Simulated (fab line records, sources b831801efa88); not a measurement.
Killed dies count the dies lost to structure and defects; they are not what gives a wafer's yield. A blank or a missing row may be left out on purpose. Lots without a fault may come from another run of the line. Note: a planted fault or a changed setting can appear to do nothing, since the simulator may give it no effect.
fab line records	flow sky130
record lots=12	wafers=36	lastDay=48
route steps=708 shown GATE_OXIDE@197 LDD_HVP@282 SD_N@353 LI_CONTACT@365 PAD_OPEN@708
lots untouched by any fault: they come from a run of this same line in which no faults occurred
startH: the number of hours between the record's first day and the start of the first shown wafer of the lot	waitH: time in hours since the lot's previous step	" the same as in the row above	L1.1+2: a row that stands for several wafers	- no value, or no start was given	* or withheld: withheld	< > ~ a bound
route shown NAME@n: NAME is a module with steps in the file, n the number in the route of the first one	usual: mean and standard deviation over wafers with no fault	same: alike in all rows	chamber/n: place in a boat	sites: the reading at each site	_std_site: standard deviation across them	_edge_site: inner sites' mean taken away from outer sites' mean	radiusMm: for every site, how far away it sits from the centre of the wafer	mask NAME#n: copy n	behind: tool/chamber where the wafer was last shaped	hold: why the lot went on hold/how many hours it stayed there/how the hold came to an end	device: names the non-switching transistor (n, p or np)	end of line: the tests these same wafers got at the end of their route	step lacking rows: just its recipe	killed: dies lost to structure and defects at the first sort, not the wafer's yield	map: a wafer's dies, x killed, . not, _ none there
set.NAME: the setting the step ran with; set.NAME@STEP: the setting that earlier step ran with	model.NAME: the simulator's own value behind a step, which no gauge read
steps of the route over a sample of lots; a table a step, a row a wafer
services: a tool's chamber out of use, with start hour (startH, from the record's first day; less than 0 if before it), hours out, and reason
## steps
# step SKY_GATE_OXIDE_OVL_MEAS_10
# usual GATE_OXIDE_OVL=0.3/1.5
lot.wafer	tool	chamber	startH	waitH	GATE_OXIDE_OVL[nm]
L192.3	overlay-02	-	315.31	0.1	0.6
L192.5	"	-	"	"	-2.3
L192.6	"	-	"	"	-1.7
L193.1	overlay-02	-	329.28	0.1	0.9
L193.3	"	-	"	"	1.0
L193.4	"	-	"	"	2.2
L194.2	overlay-02	-	336.74	0.1	-2.7
L194.4	"	-	"	"	-0.6
L194.6	"	-	"	"	-1.5
L195.3	overlay-01	-	340.84	0.1	2.4
L195.4	"	-	"	"	1.6
L195.5	"	-	"	"	1.6
L196.2	overlay-02	-	342.91	0.1	1.7
L196.3	"	-	"	"	2.9
L196.6	"	-	"	"	2.7
L197.2	overlay-01	-	361.08	0.1	1.7
L197.3	"	-	"	"	-0.5
L197.4	"	-	"	"	0.2
L198.2	overlay-02	-	361.38	0.1	-0.4
L198.3	"	-	"	"	0.3
L198.6	"	-	"	"	0.3
L199.2	overlay-02	-	371.64	0.1	-0.7
L199.3	"	-	"	"	-1.6
L199.5	"	-	"	"	0.4
L200.2	overlay-02	-	375.51	0.1	-1.1
L200.3	"	-	"	"	1.2
L200.4	"	-	"	"	1.1
L201.1	overlay-02	-	388.15	0.1	-0.1
L201.4	"	-	"	"	0.3
L201.5	"	-	"	"	-0.5
L204.1	overlay-01	-	418.18	0.1	-1.0
L204.4	"	-	"	"	1.0
L204.6	"	-	"	"	2.2
L205.2	overlay-01	-	427.93	0.1	-0.4
L205.3	"	-	"	"	-0.9
L205.5	"	-	"	"	0.6
# step SKY_LDD_HVP_EXPOSE_04
# recipe maskId=HVPTM	na=0.6	sourceShape=conventional	sigmaOuter=0.6	polarization=unpolarized	targetCdNm=700	doseMj=86
# usual focusOffsetNm=-0.1/0.49
lot.wafer	tool	chamber	startH	waitH	mask	focusOffsetNm
L192.3	ilineStepper-02	0	491.57	-	HVPTM#0	-0.2
L192.5	"	0	"	"	HVPTM#0	0.0
L192.6	"	0	"	"	HVPTM#0	-0.4
L193.1	ilineStepper-02	0	502.33	-	HVPTM#0	0.0
L193.3	"	0	"	"	HVPTM#0	-0.6
L193.4	"	0	"	"	HVPTM#0	0.5
L194.2	ilineStepper-02	0	512.65	-	HVPTM#0	0.0
L194.4	"	0	"	"	HVPTM#0	0.6
L194.6	"	0	"	"	HVPTM#0	0.2
L196.2	ilineStepper-02	0	514.16	-	HVPTM#0	0.3
L196.3	"	0	"	"	HVPTM#0	0.0
L196.6	"	0	"	"	HVPTM#0	-0.2
L195.3	ilineStepper-02	0	518.36	-	HVPTM#0	-0.6
L195.4	"	0	"	"	HVPTM#0	-1.0
L195.5	"	0	"	"	HVPTM#0	-1.0
L198.2	ilineStepper-02	0	535.71	-	HVPTM#0	-0.2
L198.3	"	0	"	"	HVPTM#0	-0.3
L198.6	"	0	"	"	HVPTM#0	0.0
L197.2	ilineStepper-02	0	536.96	-	HVPTM#0	-0.3
L197.3	"	0	"	"	HVPTM#0	0.1
L197.4	"	0	"	"	HVPTM#0	0.0
L199.2	ilineStepper-02	0	546.85	-	HVPTM#0	-1.2
L199.3	"	0	"	"	HVPTM#0	-0.5
L199.5	"	0	"	"	HVPTM#0	-0.6
L200.2	ilineStepper-01	0	554.22	-	HVPTM#0	0.4
L200.3	"	0	"	"	HVPTM#0	-1.1
L200.4	"	0	"	"	HVPTM#0	-0.2
L201.1	ilineStepper-01	0	568.03	-	HVPTM#0	0.2
L201.4	"	0	"	"	HVPTM#0	0.3
L201.5	"	0	"	"	HVPTM#0	0.2
L204.1	ilineStepper-01	0	593.10	-	HVPTM#0	-0.2
L204.4	"	0	"	"	HVPTM#0	0.1
L204.6	"	0	"	"	HVPTM#0	-0.5
L205.2	ilineStepper-01	0	604.55	-	HVNTM#0	0.5
L205.3	"	0	"	"	HVNTM#0	-0.1
L205.5	"	0	"	"	HVNTM#0	-0.1
# step SKY_LDD_HVP_OVL_MEAS_07
# usual LDD_HVP_OVL=1.4/1.3
lot.wafer	tool	chamber	startH	waitH	LDD_HVP_OVL[nm]
L192.3	overlay-01	-	506.09	0.1	2.9
L192.5	"	-	"	"	5.2
L192.6	"	-	"	"	1.7
L193.1	overlay-01	-	516.73	0.1	1.8
L193.3	"	-	"	"	3.1
L193.4	"	-	"	"	1.7
L194.2	overlay-02	-	527.94	0.1	-0.6
L194.4	"	-	"	"	-0.5
L194.6	"	-	"	"	-0.6
L196.2	overlay-02	-	529.44	0.1	2.9
L196.3	"	-	"	"	1.3
L196.6	"	-	"	"	3.2
L195.3	overlay-02	-	533.64	0.1	1.1
L195.4	"	-	"	"	0.3
L195.5	"	-	"	"	1.3
L198.2	overlay-02	-	549.78	0.1	1.8
L198.3	"	-	"	"	2.8
L198.6	"	-	"	"	3.2
L197.2	overlay-01	-	552.08	0.1	0.1
L197.3	"	-	"	"	1.9
L197.4	"	-	"	"	0.5
L199.2	overlay-02	-	561.83	0.1	1.6
L199.3	"	-	"	"	2.6
L199.5	"	-	"	"	1.4
L200.2	overlay-01	-	569.19	0.1	2.0
L200.3	"	-	"	"	-0.3
L200.4	"	-	"	"	1.6
L201.1	overlay-01	-	582.69	0.1	2.3
L201.4	"	-	"	"	-0.1
L201.5	"	-	"	"	2.0
L204.1	overlay-01	-	607.69	0.1	1.3
L204.4	"	-	"	"	1.2
L204.6	"	-	"	"	3.1
L205.2	overlay-02	-	618.58	0.1	-
L205.3	"	-	"	"	-
L205.5	"	-	"	"	-
# step SKY_LDD_HVP_TW_MEAS_10
# usual LDD_HVP_TW=459.8/1.9
lot.wafer	tool	chamber	startH	waitH	LDD_HVP_TW
L192.3	filmMetro-01	-	506.38	0.1	461.0
L192.5	"	-	"	"	463.3
L192.6	"	-	"	"	458.7
L193.1	filmMetro-02	-	517.02	0.1	460.9
L193.3	"	-	"	"	458.8
L193.4	"	-	"	"	457.7
L194.2	filmMetro-01	-	528.23	0.1	460.1
L194.4	"	-	"	"	460.0
L194.6	"	-	"	"	462.7
L196.2	filmMetro-04	-	529.73	0.1	457.2
L196.3	"	-	"	"	459.5
L196.6	"	-	"	"	460.4
L195.3	filmMetro-04	-	533.94	0.1	460.2
L195.4	"	-	"	"	457.5
L195.5	"	-	"	"	459.4
L198.2	filmMetro-01	-	550.07	0.1	457.8
L198.3	"	-	"	"	459.9
L198.6	"	-	"	"	458.0
L197.2	filmMetro-02	-	552.37	0.1	460.6
L197.3	"	-	"	"	458.0
L197.4	"	-	"	"	459.3
L199.2	filmMetro-01	-	562.12	0.1	459.6
L199.3	"	-	"	"	459.8
L199.5	"	-	"	"	460.2
L200.2	filmMetro-02	-	569.48	0.1	459.0
L200.3	"	-	"	"	458.3
L200.4	"	-	"	"	459.5
L201.1	filmMetro-01	-	582.97	0.1	459.5
L201.4	"	-	"	"	461.0
L201.5	"	-	"	"	462.0
L204.1	filmMetro-02	-	607.97	0.1	458.8
L204.4	"	-	"	"	459.1
L204.6	"	-	"	"	458.7
L205.2	filmMetro-01	-	618.87	0.1	30.5
L205.3	"	-	"	"	30.4
L205.5	"	-	"	"	30.4
# step SKY_SD_N_STRIP_11
# recipe chemistry=O2/N2	powerW=1400	pressureMtorr=1500	platenTempC=withheld	o2FlowSccm=3000	n2FlowSccm=300	overashFraction=0.5
# usual drypumpMotorCurrentA=5.9/0.48	oesProductAu=0.528/0.0045	stripTimeToEndpointS=22.55/0.038
lot.wafer	tool	chamber	startH	waitH	drypumpMotorCurrentA	oesProductAu	rfHoursCounterH	stripTimeToEndpointS
L192.3	plasmaAsher-04	1	657.18	0.1	6.2	0.524	-	22.51
L192.5	"	0	"	"	5.9	0.532	-	22.54
L192.6	"	1	"	"	6.2	0.533	-	22.50
L193.1	plasmaAsher-04	1	666.64	0.1	6.2	0.526	101	22.50
L193.3	"	0	"	"	5.9	0.526	-	22.49
L193.4	"	1	"	"	6.2	0.521	-	22.52
L194.2	plasmaAsher-03	1	677.58	0.1	5.5	0.524	84	22.51
L194.4	"	0	"	"	6.7	0.531	-	22.50
L194.6	"	1	"	"	5.5	0.531	-	22.55
L196.2	plasmaAsher-03	0	678.23	0.1	6.7	0.519	84	22.56
L196.3	"	1	"	"	5.5	0.526	-	22.57
L196.6	"	0	"	"	6.7	0.531	-	22.56
L195.3	plasmaAsher-03	1	682.37	0.1	5.5	0.521	-	22.52
L195.4	"	0	"	"	6.7	0.527	-	22.54
L195.5	"	1	"	"	5.5	0.533	-	22.53
L198.2	plasmaAsher-03	1	698.44	0.1	5.5	0.534	86	22.56
L198.3	"	1	"	"	5.5	0.523	-	22.60
L198.6	"	0	"	"	6.7	0.524	-	22.53
L197.2	plasmaAsher-01	0	700.98	0.1	5.3	0.529	26	22.56
L197.3	"	0	"	"	5.3	0.529	-	22.61
L197.4	"	1	"	"	5.6	0.531	-	22.58
L199.2	plasmaAsher-04	0	710.35	0.1	5.9	0.527	106	22.53
L199.3	"	0	"	"	5.9	0.537	-	22.53
L199.5	"	1	"	"	6.2	0.523	-	22.51
L200.2	plasmaAsher-03	0	716.74	0.1	6.6	0.525	88	22.56
L200.3	"	1	"	"	5.5	0.529	-	22.53
L200.4	"	0	"	"	6.7	0.526	-	22.56
L201.1	plasmaAsher-03	0	727.79	0.1	6.7	0.528	89	22.59
L201.4	"	0	"	"	6.7	0.521	-	22.62
L201.5	"	0	"	"	6.7	0.527	-	22.59
L204.1	plasmaAsher-01	0	751.96	0.1	5.3	0.527	31	22.50
L204.4	"	0	"	"	5.3	0.530	-	22.48
L204.6	"	0	"	"	5.3	0.527	-	22.50
L205.2	plasmaAsher-04	1	760.84	0.1	6.2	0.527	2	22.54
L205.3	"	0	"	"	5.9	0.530	-	22.53
L205.5	"	1	"	"	6.2	0.530	-	22.54
# step SKY_LI_CONTACT_BOW_MEAS_03
# recipe mode=bow
# usual LI_CONTACT_BOW=54/6.6
lot.wafer	tool	chamber	startH	waitH	LI_CONTACT_BOW[um]
L192.3	filmMetro-03	-	658.54	0.3	50
L192.5	"	-	"	"	46
L192.6	"	-	"	"	57
L193.1	filmMetro-03	-	667.86	0.2	59
L193.3	"	-	"	"	51
L193.4	"	-	"	"	64
L194.2	filmMetro-03	-	678.83	0.1	43
L194.4	"	-	"	"	55
L194.6	"	-	"	"	53
L196.2	filmMetro-03	-	679.53	0.2	49
L196.3	"	-	"	"	63
L196.6	"	-	"	"	48
L195.3	filmMetro-01	-	683.60	0.3	44
L195.4	"	-	"	"	58
L195.5	"	-	"	"	56
L198.2	filmMetro-02	-	699.68	0.2	56
L198.3	"	-	"	"	50
L198.6	"	-	"	"	40
L197.2	filmMetro-01	-	702.23	0.1	57
L197.3	"	-	"	"	57
L197.4	"	-	"	"	54
L199.2	filmMetro-01	-	711.59	0.2	60
L199.3	"	-	"	"	55
L199.5	"	-	"	"	58
L200.2	filmMetro-03	-	717.98	0.3	55
L200.3	"	-	"	"	48
L200.4	"	-	"	"	57
L201.1	filmMetro-02	-	729.01	0.1	61
L201.4	"	-	"	"	53
L201.5	"	-	"	"	53
L204.1	filmMetro-01	-	753.18	0.1	55
L204.4	"	-	"	"	51
L204.6	"	-	"	"	56
L205.2	filmMetro-01	-	762.08	0.2	51
L205.3	"	-	"	"	70
L205.5	"	-	"	"	49
# step SKY_PAD_OPEN_PROBE_99
# usual killed_at_M0_to_M3=43/7	killed_at_M4_up=3.1/2	killedAtContacts=24/5.3	killedAtFrontEnd=15/4.2	killedAtOther=0.4/0.66	killedDies=86/9.5	killedOnRim=17/3.9	killedOpen=47/7.4	killedShort=38/6.2
# same grossDies=492	killedAtBackSide=0
lot.wafer	tool	chamber	startH	waitH	killed_at_M0_to_M3	killed_at_M4_up	killedAtContacts	killedAtFrontEnd	killedAtOther	killedDies	killedOnRim	killedOpen	killedShort
L192.3	prober-02	-	1083.01	0.2	37	6	20	14	0	77	16	42	35
L192.5	prober-02	-	1083.11	0.2	40	3	22	26	0	91	15	46	45
L192.6	prober-02	-	1083.16	0.2	43	7	20	12	0	82	17	37	44
L197.2	prober-02	-	1115.94	0.1	47	6	19	7	0	79	14	45	34
L197.3	prober-02	-	1115.99	0.2	52	6	32	18	0	108	20	58	48
L197.4	prober-02	-	1116.04	0.2	54	3	19	15	0	91	16	46	43
L199.2	prober-01	-	1123.49	0.1	37	3	25	14	0	79	15	43	36
L199.3	prober-01	-	1123.54	0.2	37	2	24	23	0	86	18	42	44
L199.5	prober-01	-	1123.64	0.2	45	4	27	11	0	87	20	51	36
L200.2	prober-02	-	1126.98	0.1	41	8	22	9	0	80	22	45	35
L200.3	prober-02	-	1127.03	0.2	41	3	21	9	0	74	10	42	32
L200.4	prober-02	-	1127.08	0.2	36	4	25	11	1	77	14	46	31
L201.1	prober-01	-	1135.35	0.1	47	1	20	10	0	78	17	36	42
L201.4	prober-01	-	1135.50	0.2	51	2	26	14	2	95	22	59	36
L201.5	prober-01	-	1135.55	0.2	32	4	19	14	0	69	13	41	28
L205.2	prober-02	-	1159.27	0.1	52	0	19	419	2	492	96	46	42
L205.3	prober-02	-	1159.32	0.2	39	4	23	426	0	492	96	44	41
L205.5	prober-02	-	1159.42	0.2	48	1	28	415	0	492	96	59	34
# killed by level:class
L192.3 VIA1:geometricParticle:open=10 CONTACT:geometricParticle:open=9 VIA3:geometricParticle:open=7 CONTACT:geometricParticle:short=7 METAL2:geometricParticle:short=6 POLY_GATE:geometricParticle:short=4 METAL4:geometricParticle:short=4 VIA1:geometricParticle:short=4
L192.5 VIA1:geometricParticle:open=11 POLY_GATE:geometricParticle:short=7 LI_CONTACT:geometricParticle:open=7 CONTACT:geometricParticle:open=7 FIELD_ISO:geometricParticle:short=6 METAL1:geometricParticle:short=5 VIA2:geometricParticle:open=5 FIELD_ISO:geometricParticle:open=4
L192.6 LI_CONTACT:geometricParticle:open=6 METAL1:geometricParticle:short=6 VIA3:geometricParticle:open=6 LOCAL_INTERCONNECT:geometricParticle:short=5 METAL2:geometricParticle:short=5 VIA2:geometricParticle:open=5 VIA2:geometricParticle:short=5 FIELD_ISO:geometricParticle:short=4
L197.2 VIA1:geometricParticle:open=16 CONTACT:geometricParticle:open=8 VIA3:geometricParticle:open=7 VIA2:geometricParticle:open=7 METAL4:geometricParticle:short=5 LOCAL_INTERCONNECT:geometricParticle:short=4 CONTACT:geometricParticle:short=4 METAL1:geometricParticle:short=4
L197.3 CONTACT:geometricParticle:open=14 VIA1:geometricParticle:open=12 LOCAL_INTERCONNECT:geometricParticle:short=9 VIA1:geometricParticle:short=9 POLY_GATE:geometricParticle:open=6 LI_CONTACT:geometricParticle:open=6 VIA2:geometricParticle:open=6 VIA2:geometricParticle:short=6
L197.4 VIA1:geometricParticle:open=10 VIA2:geometricParticle:open=9 VIA3:geometricParticle:open=9 CONTACT:geometricParticle:open=8 METAL1:geometricParticle:short=7 FIELD_ISO:geometricParticle:short=5 VIA2:geometricParticle:short=5 LI_CONTACT:geometricParticle:open=4
L199.2 CONTACT:geometricParticle:open=8 VIA1:geometricParticle:open=8 LI_CONTACT:geometricParticle:open=7 METAL1:geometricParticle:short=6 METAL3:geometricParticle:short=5 VIA3:geometricParticle:open=5 VIA2:geometricParticle:open=4 POLY_GATE:geometricParticle:open=4
L199.3 CONTACT:geometricParticle:open=10 FIELD_ISO:geometricParticle:short=8 METAL1:geometricParticle:short=8 FIELD_ISO:geometricParticle:open=7 LI_CONTACT:geometricParticle:open=7 VIA2:geometricParticle:open=6 VIA1:geometricParticle:open=5 METAL2:geometricParticle:short=5
L199.5 VIA1:geometricParticle:open=12 CONTACT:geometricParticle:open=10 VIA2:geometricParticle:open=6 LI_CONTACT:geometricParticle:open=5 CONTACT:geometricParticle:short=5 VIA3:geometricParticle:open=4 METAL1:geometricParticle:short=4 METAL3:geometricParticle:short=4
L200.2 CONTACT:geometricParticle:open=11 METAL2:geometricParticle:short=9 VIA1:geometricParticle:open=7 LI_CONTACT:geometricParticle:open=6 VIA2:geometricParticle:short=6 METAL4:geometricParticle:short=5 VIA2:geometricParticle:open=5 VIA3:geometricParticle:short=5
L200.3 CONTACT:geometricParticle:open=11 VIA1:geometricParticle:open=9 VIA1:geometricParticle:short=7 LI_CONTACT:geometricParticle:open=6 VIA3:geometricParticle:open=5 METAL2:geometricParticle:short=5 VIA2:geometricParticle:open=4 LOCAL_INTERCONNECT:geometricParticle:short=3
L200.4 LI_CONTACT:geometricParticle:open=11 VIA2:geometricParticle:open=10 CONTACT:geometricParticle:open=9 METAL2:geometricParticle:short=7 VIA1:geometricParticle:open=5 FIELD_ISO:geometricParticle:short=4 METAL4:geometricParticle:short=4 LOCAL_INTERCONNECT:geometricParticle:short=4
L201.1 METAL2:geometricParticle:short=10 VIA1:geometricParticle:open=8 CONTACT:geometricParticle:open=7 VIA2:geometricParticle:open=7 LI_CONTACT:geometricParticle:open=6 VIA1:geometricParticle:short=5 METAL3:geometricParticle:short=5 METAL1:geometricParticle:short=4
L201.4 CONTACT:geometricParticle:open=15 VIA1:geometricParticle:open=13 VIA2:geometricParticle:open=8 METAL2:geometricParticle:short=6 METAL1:geometricParticle:short=5 VIA3:geometricParticle:open=5 FIELD_ISO:geometricParticle:open=4 LI_CONTACT:geometricParticle:open=4
L201.5 VIA1:geometricParticle:open=10 LI_CONTACT:geometricParticle:open=8 POLY_GATE:geometricParticle:open=5 CONTACT:geometricParticle:open=5 METAL1:geometricParticle:short=5 VIA3:geometricParticle:open=5 METAL4:geometricParticle:short=4 FIELD_ISO:geometricParticle:open=3
L205.2 LDD_HVP:areaExpose=404 VIA1:geometricParticle:open=15 CONTACT:geometricParticle:open=7 VIA1:geometricParticle:short=7 FIELD_ISO:geometricParticle:short=6 LOCAL_INTERCONNECT:geometricParticle:short=6 METAL1:geometricParticle:short=6 VIA2:geometricParticle:open=6
L205.3 LDD_HVP:areaExpose=407 VIA1:geometricParticle:open=9 LI_CONTACT:geometricParticle:open=8 VIA2:geometricParticle:open=7 POLY_GATE:geometricParticle:short=6 CONTACT:geometricParticle:short=6 FIELD_ISO:geometricParticle:open=4 METAL1:geometricParticle:short=4
L205.5 LDD_HVP:areaExpose=399 VIA3:geometricParticle:open=12 VIA2:geometricParticle:open=9 LI_CONTACT:geometricParticle:open=8 CONTACT:geometricParticle:open=8 VIA1:geometricParticle:open=8 FIELD_ISO:geometricParticle:open=4 LOCAL_INTERCONNECT:geometricParticle:short=4
## services
tool	chamber	startH	hours	kind
plasmaAsher-01	-	480.96	14.6	pm
ilineStepper-01	0	502.16	-	calibration
plasmaAsher-04	-	512.98	0.6	repair
ilineStepper-02	0	547.79	-	calibration
ilineStepper-01	-	547.98	1.7	pm
ilineStepper-02	-	565.90	0.6	repair
plasmaAsher-03	-	569.07	1.4	repair
plasmaAsher-03	-	625.50	5.5	repair
plasmaAsher-03	-	630.99	2.8	pm
ilineStepper-02	-	639.11	1.7	pm
plasmaAsher-01	-	669.85	1.6	repair
ilineStepper-01	0	718.58	-	calibration
plasmaAsher-04	-	733.75	9.0	pm
plasmaAsher-04	0	733.75	9.0	ventCycle
plasmaAsher-04	1	733.75	9.0	ventCycle
plasmaAsher-04	0	742.75	-	clean
plasmaAsher-04	1	742.75	-	clean
## key
firstSign step=SKY_LDD_HVP_EXPOSE_04	reading=mask	direction=changed
effect step=SKY_LDD_HVP_OVL_MEAS_07	reading=LDD_HVP_OVL	direction=missing
effect step=SKY_LDD_HVP_TW_MEAS_10	reading=LDD_HVP_TW	direction=down	sigmas=99+	usual=459.8	struck=30.4
effect step=SKY_PAD_OPEN_PROBE_99	reading=killedAtFrontEnd	direction=up	sigmas=95	usual=15	struck=420
moreKillsBornAt SKY_LDD_HVP_EXPOSE_04@ilineStepper-01=1210
metAt SKY_LDD_HVP_EXPOSE_04
struckLots L205
testerLeftOut L205
notActingAt SKY_GATE_OXIDE_OVL_MEAS_10,SKY_SD_N_STRIP_11,SKY_LI_CONTACT_BOW_MEAS_03
onsetBetween 593.10 604.55
fault kind=wrongMask	tool=any	chamber=-	onsetH=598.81	steps=SKY_LDD_HVP_EXPOSE_04	auxCopy=HVNTM#0	scope=struckLotsOnly
# testerLeftOut: of these lots the tester's yield and bins aren't shown, on N5 and GAA mostly nor the transistor test; their killed dies are dies lost to structure and defects alone, not to doping, threshold or leakage, so they don't give the yield
